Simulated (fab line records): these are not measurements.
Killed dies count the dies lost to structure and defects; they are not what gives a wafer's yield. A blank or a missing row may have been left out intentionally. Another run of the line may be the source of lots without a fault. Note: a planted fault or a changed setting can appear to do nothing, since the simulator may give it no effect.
What tool caused it?    flow gf180mcu    12 lots, 36 wafers sampled, at 4 steps of a route of 602

== WHAT THE GAUGES READ, wafer by wafer ==
GF_M2_RS_MEAS_05: uses a four-point probe to measure.
lot   measured      on             M2_ALCU_RS (ohm/sq)
L075  day 18 19:29  film_metro-01  0.0686 0.0687 0.0685
L077  day 19 11:19  film_metro-02  0.0688 0.0689 0.0685
L079  day 20 03:30  film_metro-03  0.0689 0.0687 0.0690
L081  day 21 05:07  film_metro-03  0.0697 0.0690 0.0695
L083  day 21 14:53  film_metro-03  0.0701 0.0700 0.0692
L085  day 22 11:36  film_metro-02  0.0699 0.0689 0.0705
L087  day 23 03:59  film_metro-03  0.0696 0.0691 0.0698
L089  day 23 23:33  film_metro-02  0.0694 0.0682 0.0690
L091  day 24 10:05  film_metro-02  0.0702 0.0700 0.0702
L093  day 25 07:42  film_metro-02  0.0698 0.0697 0.0702
L095  day 25 16:33  film_metro-02  0.0698 0.0695 0.0700
L097  day 26 07:08  film_metro-03  0.0707 0.0700 0.0698

== WHICH TOOL RAN EACH LOT (tool, then ch and the chambers of the sampled wafers, then the start) ==
lot   GF_DNWELL_STRIP_08                   GF_CONTACT_ETCH_16                  GF_M2_SPUTTER_02
L075  plasma_asher-03 ch 0,1, day 3 00:18  rie_diel-03 ch 0,2,3, day 16 16:16  pvd_sputter-02, day 18 19:23
L077  plasma_asher-03 ch 0,1, day 3 10:20  rie_diel-01 ch 1,2, day 17 06:54    pvd_sputter-02, day 19 11:10
L079  plasma_asher-04 ch 0,1, day 3 19:59  rie_diel-02 ch 0,1, day 17 22:14    pvd_sputter-04, day 20 03:25
L081  plasma_asher-03 ch 0,1, day 4 09:13  rie_diel-01 ch 0,2,3, day 18 23:51  pvd_sputter-04, day 21 04:59
L083  plasma_asher-03 ch 0,1, day 4 16:30  rie_diel-03 ch 0,2,3, day 19 09:54  pvd_sputter-02, day 21 14:48
L085  plasma_asher-03 ch 0,1, day 5 05:29  rie_diel-02 ch 0,2,3, day 20 07:05  pvd_sputter-02, day 22 11:29
L087  plasma_asher-01 ch 0,1, day 5 16:36  rie_diel-02 ch 0,3, day 21 00:38    pvd_sputter-01, day 23 03:53
L089  plasma_asher-04 ch 0,1, day 6 02:42  rie_diel-01 ch 0,1,3, day 21 20:22  pvd_sputter-02, day 23 23:28
L091  plasma_asher-03 ch 0,1, day 6 14:32  rie_diel-02 ch 0,3, day 22 08:08    pvd_sputter-01, day 24 09:58
L093  plasma_asher-04 ch 0,1, day 7 00:36  rie_diel-02 ch 1,2, day 23 06:23    pvd_sputter-02, day 25 07:37
L095  plasma_asher-04 ch 0, day 7 10:50    rie_diel-03 ch 0,1,2, day 23 16:37  pvd_sputter-01, day 25 16:26
L097  plasma_asher-04 ch 0,1, day 7 23:16  rie_diel-02 ch 1,2,3, day 24 06:26  pvd_sputter-02, day 26 07:02
- GF_DNWELL_STRIP_08: strips in O2/N2.
- GF_CONTACT_ETCH_16: etches BARC in N2/H2.
- GF_M2_SPUTTER_02: material AlCu, target thk 450 nm, time 23.9 s.

== THE ANSWER, worked out from the rows above alone ==
Rule: the lots themselves supply what counts as usual. The widest of any qualifying gaps counts: lots, ordered by their means at a reading, are off when they make up no more than a third of the lots, leave a main group of 4 or more, and stand apart from it by 3 or more times the standard deviation of that group's means. A main group is skipped when, at the precision printed for the reading in the tables above, its means are all equal. A lot without any number at a reading at which 4 lots or more have one is off too. All remaining lots with rows at the step are treated as sound.
No lot is off on any of the readings shown, so nothing can be concluded from this.

== WHAT THE SIMULATOR HAD INSERTED ==
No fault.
